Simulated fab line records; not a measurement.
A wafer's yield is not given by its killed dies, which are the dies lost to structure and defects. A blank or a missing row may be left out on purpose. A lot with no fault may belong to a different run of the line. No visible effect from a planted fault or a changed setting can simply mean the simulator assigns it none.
fab line records	flow gf180mcu
record: lots: 24	wafers: 72	lastDay: 34
route steps=602 shown VT_IMPLANT@130 HV_LDD@226 V1@337 M2@363 V2@403
lots that met no fault: taken from a fault-free run of the same line
startH: the number of hours between the record's first day and the start of the first shown wafer of the lot	waitH: hours from the lot's prior step to this one	" identical to the entry in the row above	L1.1+2: several wafers, shown together as one row	- value missing, or start not given	* or withheld: withheld	< > ~ a bound
route shown NAME@n: NAME is a module with steps in the file, n the number in the route of the first one	usual: mean/standard deviation of fault-free wafers	same: alike in all rows	chamber/n: place in a boat	sites: each site's reading	_std_site: the standard deviation of these	_edge_site: inner sites' mean taken away from outer sites' mean	radiusMm: how far each site lies from the wafer's centre	mask NAME#n: copy n	behind: tool/chamber where the wafer was last shaped	hold: why the lot went on hold/how many hours it stayed there/how the hold came to an end	device: the transistor (n, p or np) that didn't switch	end of line: the route-end tests of the same wafers	a step with no rows: only its recipe	killed: at the first sort, the dies lost to defects and structure; wafer yield is something else	map: a wafer's dies, marking killed ones x, the rest . and places with no die _
set.NAME: the setting that was run; set.NAME@STEP: the one run at that earlier step	model.NAME: the simulator's own value behind a step, which no gauge read
the route's steps for a sample of lots (tables are steps, rows are wafers)
services: the hour from which a tool's chamber was out of use, counted from the record's first day as startH (under 0 if before that day), plus the number of hours and why
== steps ==
step: GF_VT_IMPLANT_OVL_MEAS_40
usual: VT_IMPLANT_03_OVL: -0.4/1.7
lot.wafer	tool	chamber	startH	waitH	VT_IMPLANT_03_OVL[nm]
L074.2	overlay-02	-	158.80	0.1	-0.7
L074.3	"	-	"	"	-0.6
L074.4	"	-	"	"	1.1
L075.3	overlay-01	-	164.70	0.1	3.0
L075.4	"	-	"	"	3.4
L075.5	"	-	"	"	1.2
L076.3	overlay-01	-	170.03	0.1	2.3
L076.5	"	-	"	"	0.7
L076.6	"	-	"	"	-0.3
L077.1	overlay-02	-	176.47	0.1	-1.9
L077.2	"	-	"	"	-1.2
L077.3	"	-	"	"	-3.7
L078.2	overlay-02	-	185.00	0.1	3.1
L078.4	"	-	"	"	2.1
L078.6	"	-	"	"	2.0
L079.1	overlay-02	-	191.94	0.1	0.5
L079.3	"	-	"	"	1.8
L079.6	"	-	"	"	0.0
L080.2	overlay-02	-	197.75	0.1	1.0
L080.4	"	-	"	"	1.6
L080.5	"	-	"	"	0.4
L081.3	overlay-02	-	204.50	0.1	-2.3
L081.4	"	-	"	"	-4.2
L081.5	"	-	"	"	-2.8
L082.1	overlay-02	-	211.92	0.1	-2.2
L082.3	"	-	"	"	-2.8
L082.5	"	-	"	"	-3.2
L083.3	overlay-02	-	219.10	0.1	-2.5
L083.4	"	-	"	"	-3.2
L083.5	"	-	"	"	-3.8
L084.1	overlay-01	-	226.89	0.1	-1.7
L084.5	"	-	"	"	-1.4
L084.6	"	-	"	"	0.1
L085.1	overlay-01	-	231.42	0.1	0.1
L085.2	"	-	"	"	0.5
L085.4	"	-	"	"	0.8
L086.2	overlay-01	-	240.49	0.1	0.4
L086.5	"	-	"	"	-1.1
L086.6	"	-	"	"	1.7
L087.1	overlay-02	-	244.09	0.1	0.1
L087.2	"	-	"	"	0.8
L087.4	"	-	"	"	0.5
L088.2	overlay-01	-	254.69	0.1	-1.1
L088.3	"	-	"	"	0.8
L088.6	"	-	"	"	-0.9
L089.2	overlay-01	-	257.70	0.1	2.0
L089.4	"	-	"	"	0.6
L089.6	"	-	"	"	1.0
L090.1	overlay-02	-	265.49	0.1	-0.4
L090.3	"	-	"	"	0.1
L090.5	"	-	"	"	-1.9
L091.3	overlay-02	-	269.60	0.1	2.1
L091.4	"	-	"	"	0.2
L091.5	"	-	"	"	0.9
L092.1	overlay-01	-	275.89	0.1	0.3
L092.3	"	-	"	"	-2.4
L092.6	"	-	"	"	-1.3
L093.2	overlay-01	-	282.49	0.1	-2.3
L093.4	"	-	"	"	-1.2
L093.6	"	-	"	"	-0.8
L094.1	overlay-02	-	290.57	0.1	-1.4
L094.2	"	-	"	"	0.4
L094.3	"	-	"	"	-1.0
L095.1	overlay-02	-	297.52	0.1	0.8
L095.3	"	-	"	"	0.4
L095.5	"	-	"	"	1.6
L096.2	overlay-02	-	303.50	0.1	-1.2
L096.3	"	-	"	"	-0.9
L096.4	"	-	"	"	-0.4
L097.2	overlay-01	-	312.12	0.1	-3.4
L097.3	"	-	"	"	-2.3
L097.4	"	-	"	"	-3.6
step: GF_HV_LDD_TW_MEAS_50
usual: HV_LDD_4_TW: 573/5.3
lot.wafer	tool	chamber	startH	waitH	HV_LDD_4_TW
L074.2	filmMetro-02	-	276.50	0.1	573
L074.3	"	-	"	"	572
L074.4	"	-	"	"	573
L075.3	filmMetro-01	-	285.36	0.1	582
L075.4	"	-	"	"	581
L075.5	"	-	"	"	582
L076.3	filmMetro-04	-	287.91	0.1	571
L076.5	"	-	"	"	567
L076.6	"	-	"	"	564
L077.1	filmMetro-01	-	294.67	0.1	580
L077.2	"	-	"	"	581
L077.3	"	-	"	"	581
L078.2	filmMetro-04	-	305.80	0.1	567
L078.4	"	-	"	"	570
L078.6	"	-	"	"	570
L079.1	filmMetro-01	-	315.49	0.1	576
L079.3	"	-	"	"	581
L079.6	"	-	"	"	582
L080.2	filmMetro-04	-	321.95	0.1	568
L080.4	"	-	"	"	569
L080.5	"	-	"	"	565
L081.3	filmMetro-04	-	330.19	0.1	572
L081.4	"	-	"	"	571
L081.5	"	-	"	"	571
L082.1	filmMetro-02	-	340.79	0.1	569
L082.3	"	-	"	"	568
L082.5	"	-	"	"	571
L083.3	filmMetro-04	-	347.61	0.1	572
L083.4	"	-	"	"	573
L083.5	"	-	"	"	569
L084.1	filmMetro-04	-	355.94	0.1	571
L084.5	"	-	"	"	572
L084.6	"	-	"	"	573
L085.1	filmMetro-04	-	360.02	0.1	569
L085.2	"	-	"	"	567
L085.4	"	-	"	"	571
L086.2	filmMetro-01	-	371.83	0.1	583
L086.5	"	-	"	"	582
L086.6	"	-	"	"	584
L087.1	filmMetro-02	-	375.94	0.1	572
L087.2	"	-	"	"	571
L087.4	"	-	"	"	571
L088.2	filmMetro-04	-	390.53	0.1	569
L088.3	"	-	"	"	569
L088.6	"	-	"	"	570
L089.2	filmMetro-02	-	395.60	0.1	571
L089.4	"	-	"	"	566
L089.6	"	-	"	"	573
L090.1	filmMetro-01	-	404.49	0.1	579
L090.3	"	-	"	"	582
L090.5	"	-	"	"	582
L091.3	filmMetro-04	-	409.03	0.1	570
L091.4	"	-	"	"	567
L091.5	"	-	"	"	569
L092.1	filmMetro-02	-	415.22	0.1	567
L092.3	"	-	"	"	571
L092.6	"	-	"	"	571
L093.2	filmMetro-02	-	424.60	0.1	569
L093.4	"	-	"	"	573
L093.6	"	-	"	"	571
L094.1	filmMetro-04	-	435.74	0.1	565
L094.2	"	-	"	"	566
L094.3	"	-	"	"	567
L095.1	filmMetro-02	-	441.97	0.1	572
L095.3	"	-	"	"	574
L095.5	"	-	"	"	570
L096.2	filmMetro-01	-	446.94	0.1	579
L096.3	"	-	"	"	578
L096.4	"	-	"	"	581
L097.2	filmMetro-02	-	456.60	0.1	574
L097.3	"	-	"	"	573
L097.4	"	-	"	"	572
step: GF_V1_CVD_02
recipe: material: SiO2	targetThkNm: 850	precursor: TEOS	tempC: 400	timeS: 94.851	rfW: 600
usual: heaterPowerOuterW: 385/85	heaterPowerW: 685/120
lot.wafer	tool	chamber	startH	waitH	heaterPowerOuterW	heaterPowerW
L074.2	pecvd-02	1	389.80	0.0	632	1060
L074.3	"	2	"	"	350	596
L074.4	"	1	"	"	498	850
L075.3	pecvd-02	1	401.05	0.0	493	850
L075.4	"	1	"	"	571	947
L075.5	"	2	"	"	348	598
L076.3	pecvd-04	2	402.30	0.0	407	663
L076.5	"	0	"	"	357	639
L076.6	"	1	"	"	328	671
L077.1	pecvd-03	0	412.15	0.1	387	700
L077.2	"	1	"	"	398	706
L077.3	"	2	"	"	389	709
L078.2	pecvd-04	1	423.37	0.0	297	610
L078.4	"	2	"	"	406	659
L078.6	"	0	"	"	380	645
L079.1	pecvd-02	2	436.07	0.1	333	580
L079.3	"	2	"	"	352	602
L079.6	"	1	"	"	618	995
L080.2	pecvd-02	0	444.39	0.0	434	745
L080.4	"	1	"	"	589	993
L080.5	"	0	"	"	324	619
L081.3	pecvd-03	1	450.37	0.0	316	579
L081.4	"	2	"	"	356	650
L081.5	"	0	"	"	363	688
L082.1	pecvd-04	2	463.64	0.1	420	707
L082.3	"	1	"	"	332	665
L082.5	"	0	"	"	272	514
L083.3	pecvd-03	0	469.49	0.0	359	698
L083.4	"	2	"	"	355	660
L083.5	"	1	"	"	396	674
L084.1	pecvd-02	0	478.62	0.1	442	771
L084.5	"	2	"	"	265	494
L084.6	"	1	"	"	581	942
L085.1	pecvd-02	1	482.99	0.1	633	1062
L085.2	"	2	"	"	366	638
L085.4	"	0	"	"	415	717
L086.2	pecvd-04	2	496.98	0.0	321	583
L086.5	"	1	"	"	356	701
L086.6	"	0	"	"	375	654
L087.1	pecvd-02	1	499.93	0.1	574	950
L087.2	"	2	"	"	303	526
L087.4	"	1	"	"	609	1021
L088.2	pecvd-03	1	520.88	0.0	340	603
L088.3	"	0	"	"	395	734
L088.6	"	2	"	"	359	660
L089.2	pecvd-02	0	522.18	0.0	423	726
L089.4	"	1	"	"	644	1029
L089.6	"	2	"	"	359	591
L090.1	pecvd-03	0	531.19	0.1	421	773
L090.3	"	2	"	"	387	666
L090.5	"	2	"	"	411	714
L091.3	pecvd-03	2	534.56	0.0	405	721
L091.4	"	1	"	"	383	657
L091.5	"	2	"	"	300	582
L092.1	pecvd-03	1	539.20	0.1	375	653
L092.3	"	2	"	"	335	634
L092.6	"	1	"	"	396	680
L093.2	pecvd-04	1	549.00	0.0	354	703
L093.4	"	0	"	"	266	514
L093.6	"	2	"	"	316	580
L094.1	pecvd-02	1	559.77	0.1	519	894
L094.2	"	0	"	"	415	724
L094.3	"	2	"	"	289	516
L095.1	pecvd-03	1	565.83	0.1	398	656
L095.3	"	0	"	"	348	654
L095.5	"	1	"	"	287	546
L096.2	pecvd-04	0	570.07	0.0	367	646
L096.3	"	2	"	"	417	681
L096.4	"	1	"	"	257	573
L097.2	pecvd-04	1	579.04	0.0	294	618
L097.3	"	2	"	"	390	678
L097.4	"	0	"	"	349	633
step: GF_V1_SPUTTER_22
recipe: material: TiN	targetThkNm: 10	chamberPressurePa: 5	powerW: 4000	timeS: 40
usual: cathodeDcPowerW: 3999.9/0.72	throttleValvePct: 30.3/0.96
lot.wafer	tool	chamber	startH	waitH	cathodeDcPowerW	throttleValvePct
L074.2	pvdSputter-02	-	414.70	0.0	3999.4	30.6
L074.3	"	-	"	"	4001.1	29.8
L074.4	"	-	"	"	4000.5	30.5
L075.3	pvdSputter-03	-	425.80	0.0	4000.5	31.1
L075.4	"	-	"	"	3999.9	28.6
L075.5	"	-	"	"	4000.9	28.5
L076.3	pvdSputter-02	-	427.48	0.0	3999.8	29.9
L076.5	"	-	"	"	3999.4	29.5
L076.6	"	-	"	"	3998.2	31.6
L077.1	pvdSputter-02	-	437.17	0.0	4000.5	29.9
L077.2	"	-	"	"	3999.7	30.5
L077.3	"	-	"	"	4000.9	31.5
L078.2	pvdSputter-02	-	449.52	0.0	3999.1	30.5
L078.4	"	-	"	"	3999.7	31.3
L078.6	"	-	"	"	3999.4	31.5
L079.1	pvdSputter-03	-	460.52	0.0	3999.9	31.2
L079.3	"	-	"	"	3999.2	28.6
L079.6	"	-	"	"	3999.9	30.4
L080.2	pvdSputter-03	-	469.28	0.0	3999.4	30.2
L080.4	"	-	"	"	3999.5	31.1
L080.5	"	-	"	"	4000.2	30.9
L081.3	pvdSputter-01	-	475.82	0.0	3998.7	27.8
L081.4	"	-	"	"	4000.5	30.5
L081.5	"	-	"	"	3999.8	29.7
L082.1	pvdSputter-03	-	488.80	0.0	4000.0	28.4
L082.3	"	-	"	"	3999.6	31.1
L082.5	"	-	"	"	3998.8	28.6
L083.3	pvdSputter-01	-	494.75	0.0	3999.9	30.2
L083.4	"	-	"	"	3999.7	30.4
L083.5	"	-	"	"	4000.0	30.4
L084.1	pvdSputter-02	-	503.53	0.0	3999.3	30.7
L084.5	"	-	"	"	3999.9	29.6
L084.6	"	-	"	"	4000.2	30.8
L085.1	pvdSputter-02	-	508.37	0.0	3999.7	29.8
L085.2	"	-	"	"	3999.1	30.6
L085.4	"	-	"	"	3999.9	31.2
L086.2	pvdSputter-03	-	522.05	0.0	4000.1	31.1
L086.5	"	-	"	"	3999.5	28.8
L086.6	"	-	"	"	4000.9	30.2
L087.1	pvdSputter-01	-	524.02	0.0	3998.7	30.1
L087.2	"	-	"	"	4001.0	28.0
L087.4	"	-	"	"	4000.1	29.9
L088.2	pvdSputter-03	-	545.02	0.0	4000.3	31.0
L088.3	"	-	"	"	3999.5	30.3
L088.6	"	-	"	"	4000.3	28.8
L089.2	pvdSputter-01	-	546.60	0.0	3999.8	29.5
L089.4	"	-	"	"	4000.7	30.7
L089.6	"	-	"	"	4000.5	30.6
L090.1	pvdSputter-03	-	554.58	0.0	3999.2	30.8
L090.3	"	-	"	"	3999.7	30.4
L090.5	"	-	"	"	4000.3	30.6
L091.3	pvdSputter-03	-	558.32	0.0	3998.6	30.2
L091.4	"	-	"	"	4000.2	31.0
L091.5	"	-	"	"	3999.5	31.4
L092.1	pvdSputter-03	-	563.72	0.0	3999.7	30.1
L092.3	"	-	"	"	3998.5	31.2
L092.6	"	-	"	"	3999.8	28.5
L093.2	pvdSputter-02	-	573.22	0.0	4000.6	31.0
L093.4	"	-	"	"	3998.8	29.6
L093.6	"	-	"	"	3999.7	30.6
L094.1	pvdSputter-02	-	583.56	0.0	4000.1	29.8
L094.2	"	-	"	"	4000.6	30.6
L094.3	"	-	"	"	4000.3	30.7
L095.1	pvdSputter-03	-	589.46	0.0	3999.4	28.4
L095.3	"	-	"	"	4000.8	30.9
L095.5	"	-	"	"	4001.0	31.0
L096.2	pvdSputter-03	-	592.57	0.0	4000.3	30.4
L096.3	"	-	"	"	4000.7	28.6
L096.4	"	-	"	"	3999.0	31.2
L097.2	pvdSputter-03	-	601.50	0.0	4000.2	31.0
L097.3	"	-	"	"	4000.3	28.5
L097.4	"	-	"	"	3999.9	31.2
step: GF_M2_SPUTTER_01
recipe: material: TiN	targetThkNm: 30	powerW: 6500	timeS: 25	chamberPressurePa: 0.4
usual: cathodeDcPowerW: 6500.0/1.1	throttleValvePct: 30.4/0.89
lot.wafer	tool	chamber	startH	waitH	cathodeDcPowerW	throttleValvePct
L074.2	pvdSputter-02	-	415.52	0.1	6500.1	29.7
L074.3	"	-	"	"	6498.9	30.7
L074.4	"	-	"	"	6499.5	31.2
L075.3	pvdSputter-02	-	426.53	0.1	6498.2	29.6
L075.4	"	-	"	"	6499.6	31.5
L075.5	"	-	"	"	6500.4	30.7
L076.3	pvdSputter-02	-	428.21	0.1	6499.3	29.7
L076.5	"	-	"	"	6500.2	31.0
L076.6	"	-	"	"	6499.8	30.6
L077.1	pvdSputter-02	-	437.90	0.1	6499.9	30.8
L077.2	"	-	"	"	6500.1	31.6
L077.3	"	-	"	"	6500.0	29.5
L078.2	pvdSputter-04	-	450.25	0.1	6499.1	31.8
L078.4	"	-	"	"	6501.5	30.2
L078.6	"	-	"	"	6500.8	30.9
L079.1	pvdSputter-04	-	461.25	0.1	6498.7	30.9
L079.3	"	-	"	"	6500.8	31.8
L079.6	"	-	"	"	6500.2	31.4
L080.2	pvdSputter-02	-	470.01	0.1	6499.1	29.7
L080.4	"	-	"	"	6502.9	30.0
L080.5	"	-	"	"	6501.2	30.6
L081.3	pvdSputter-02	-	476.55	0.1	6498.5	30.6
L081.4	"	-	"	"	6499.1	29.7
L081.5	"	-	"	"	6499.1	30.5
L082.1	pvdSputter-02	-	489.53	0.1	6500.0	30.5
L082.3	"	-	"	"	6502.3	30.8
L082.5	"	-	"	"	6501.2	30.8
L083.3	pvdSputter-04	-	495.48	0.1	6500.7	30.9
L083.4	"	-	"	"	6499.5	31.6
L083.5	"	-	"	"	6498.4	31.5
L084.1	pvdSputter-04	-	504.26	0.1	6499.8	31.1
L084.5	"	-	"	"	6500.8	31.2
L084.6	"	-	"	"	6499.1	31.6
L085.1	pvdSputter-04	-	509.10	0.1	6501.2	30.2
L085.2	"	-	"	"	6502.6	31.3
L085.4	"	-	"	"	6499.4	31.5
L086.2	pvdSputter-02	-	522.78	0.1	6499.2	31.3
L086.5	"	-	"	"	6499.7	29.7
L086.6	"	-	"	"	6499.8	31.4
L087.1	pvdSputter-02	-	524.75	0.1	6498.7	30.8
L087.2	"	-	"	"	6499.7	31.5
L087.4	"	-	"	"	6499.8	29.9
L088.2	pvdSputter-04	-	545.75	0.1	6500.3	30.1
L088.3	"	-	"	"	6502.8	31.5
L088.6	"	-	"	"	6500.3	30.8
L089.2	pvdSputter-01	-	547.37	0.1	6501.3	30.4
L089.4	"	-	"	"	6501.7	28.0
L089.6	"	-	"	"	6498.5	30.3
L090.1	pvdSputter-01	-	555.40	0.1	6498.7	29.8
L090.3	"	-	"	"	6497.8	28.0
L090.5	"	-	"	"	6499.6	29.8
L091.3	pvdSputter-01	-	559.05	0.1	6499.9	30.5
L091.4	"	-	"	"	6498.3	29.5
L091.5	"	-	"	"	6500.5	30.5
L092.1	pvdSputter-01	-	564.57	0.1	6500.2	30.5
L092.3	"	-	"	"	6500.3	30.4
L092.6	"	-	"	"	6499.4	30.7
L093.2	pvdSputter-01	-	574.52	0.1	6501.1	30.6
L093.4	"	-	"	"	6499.8	29.7
L093.6	"	-	"	"	6501.3	28.3
L094.1	pvdSputter-01	-	584.29	0.1	6500.9	30.4
L094.2	"	-	"	"	6498.5	30.4
L094.3	"	-	"	"	6501.6	28.2
L095.1	pvdSputter-01	-	590.20	0.1	6501.9	30.5
L095.3	"	-	"	"	6499.7	30.3
L095.5	"	-	"	"	6500.0	29.6
L096.2	pvdSputter-01	-	593.30	0.1	6501.1	30.3
L096.3	"	-	"	"	6501.2	28.1
L096.4	"	-	"	"	6499.9	30.3
L097.2	pvdSputter-02	-	602.23	0.1	6500.0	30.6
L097.3	"	-	"	"	6500.5	30.8
L097.4	"	-	"	"	6499.4	29.6
step: GF_V2_SPUTTER_21
recipe: material: Ti	targetThkNm: 15	chamberPressurePa: 5	powerW: 2500	substrateTempC: 200	timeS: 80.02
usual: cathodeDcPowerW: 2500.1/0.4	throttleValvePct: 30.6/0.77
lot.wafer	tool	chamber	startH	waitH	cathodeDcPowerW	throttleValvePct
L074.2	pvdSputter-02	-	465.62	0.0	2499.9	31.5
L074.3	"	-	"	"	2500.0	30.8
L074.4	"	-	"	"	2500.8	29.5
L075.3	pvdSputter-04	-	476.43	0.0	2500.6	30.8
L075.4	"	-	"	"	2499.2	31.0
L075.5	"	-	"	"	2499.6	31.9
L076.3	pvdSputter-04	-	477.83	0.0	2500.5	30.1
L076.5	"	-	"	"	2500.0	30.1
L076.6	"	-	"	"	2499.8	30.8
L077.1	pvdSputter-02	-	487.43	0.0	2499.3	31.6
L077.2	"	-	"	"	2500.1	30.8
L077.3	"	-	"	"	2500.0	30.6
L078.2	pvdSputter-03	-	499.73	0.0	2500.3	30.8
L078.4	"	-	"	"	2499.5	30.4
L078.6	"	-	"	"	2500.7	30.9
L079.1	pvdSputter-04	-	511.20	0.0	2499.6	30.3
L079.3	"	-	"	"	2500.3	30.0
L079.6	"	-	"	"	2499.1	31.8
L080.2	pvdSputter-02	-	519.86	0.0	2500.6	30.8
L080.4	"	-	"	"	2499.9	30.0
L080.5	"	-	"	"	2500.6	31.5
L081.3	pvdSputter-04	-	525.58	0.0	2499.7	32.0
L081.4	"	-	"	"	2500.0	30.7
L081.5	"	-	"	"	2500.4	30.9
L082.1	pvdSputter-03	-	538.12	0.0	2500.2	30.3
L082.3	"	-	"	"	2500.7	31.1
L082.5	"	-	"	"	2500.4	31.1
L083.3	pvdSputter-04	-	543.93	0.0	2500.2	29.9
L083.4	"	-	"	"	2500.6	30.8
L083.5	"	-	"	"	2499.4	31.8
L084.1	pvdSputter-03	-	550.48	0.0	2500.1	31.1
L084.5	"	-	"	"	2500.4	31.1
L084.6	"	-	"	"	2499.8	31.1
L085.1	pvdSputter-03	-	556.46	0.0	2500.3	31.2
L085.2	"	-	"	"	2500.0	30.3
L085.4	"	-	"	"	2499.9	31.1
L086.2	pvdSputter-03	-	570.63	0.0	2500.2	30.3
L086.5	"	-	"	"	2499.7	28.5
L086.6	"	-	"	"	2500.1	31.0
L087.1	pvdSputter-04	-	572.06	0.0	2500.5	30.1
L087.2	"	-	"	"	2500.4	30.7
L087.4	"	-	"	"	2500.7	31.0
L088.2	pvdSputter-04	-	592.85	0.0	2500.1	31.6
L088.3	"	-	"	"	2500.3	31.1
L088.6	"	-	"	"	2500.7	31.2
L089.2	pvdSputter-02	-	593.50	0.0	2499.6	30.8
L089.4	"	-	"	"	2499.0	31.3
L089.6	"	-	"	"	2500.6	30.6
L090.1	pvdSputter-02	-	601.35	0.0	2500.1	31.6
L090.3	"	-	"	"	2500.5	29.6
L090.5	"	-	"	"	2500.3	30.8
L091.3	pvdSputter-03	-	603.90	0.0	2499.6	30.3
L091.4	"	-	"	"	2499.8	28.3
L091.5	"	-	"	"	2500.4	31.1
L092.1	pvdSputter-02	-	610.70	0.0	2499.8	30.5
L092.3	"	-	"	"	2500.2	29.5
L092.6	"	-	"	"	2500.2	30.7
L093.2	pvdSputter-02	-	619.40	0.0	2500.3	30.8
L093.4	"	-	"	"	2499.4	29.7
L093.6	"	-	"	"	2500.2	30.9
L094.1	pvdSputter-03	-	628.00	0.0	2499.8	30.9
L094.2	"	-	"	"	2499.8	31.1
L094.3	"	-	"	"	2500.0	28.5
L095.1	pvdSputter-02	-	634.39	0.0	2500.1	30.8
L095.3	"	-	"	"	2499.6	30.7
L095.5	"	-	"	"	2500.8	30.7
L096.2	pvdSputter-04	-	636.97	0.0	2499.5	30.8
L096.3	"	-	"	"	2500.2	31.6
L096.4	"	-	"	"	2500.4	31.2
L097.2	pvdSputter-02	-	645.31	0.0	2501.0	29.7
L097.3	"	-	"	"	2499.5	31.3
L097.4	"	-	"	"	2500.7	30.6
== services ==
tool	chamber	startH	hours	kind
pecvd-03	2	366.68	6.0	repair
pecvd-03	-	368.88	14.0	pm
pvdSputter-02	-	370.60	2.3	repair
pvdSputter-02	-	371.86	1.3	repair
pecvd-04	1	372.95	11.7	repair
pecvd-03	1	372.95	25.9	repair
pvdSputter-01	-	384.16	51.6	repair
pecvd-04	-	385.53	2.8	pm
pecvd-03	-	420.89	5.5	pm
pecvd-02	0	424.40	12.7	repair
pecvd-03	1	428.48	3.5	repair
pvdSputter-01	-	435.87	5.7	repair
pvdSputter-04	-	445.61	4.3	repair
pecvd-03	-	451.01	2.8	pm
pecvd-04	-	457.11	1.1	repair
pecvd-02	-	471.54	0.9	repair
pvdSputter-03	-	483.43	1.5	repair
pecvd-03	2	505.36	6.1	repair
pvdSputter-01	-	532.16	1.3	repair
pvdSputter-02	-	542.79	5.3	repair
pvdSputter-02	-	569.31	1.5	repair
pecvd-04	-	591.12	14.0	pm
pecvd-04	0	613.63	4.3	repair
pecvd-02	-	644.82	0.6	repair
== key ==
fault none
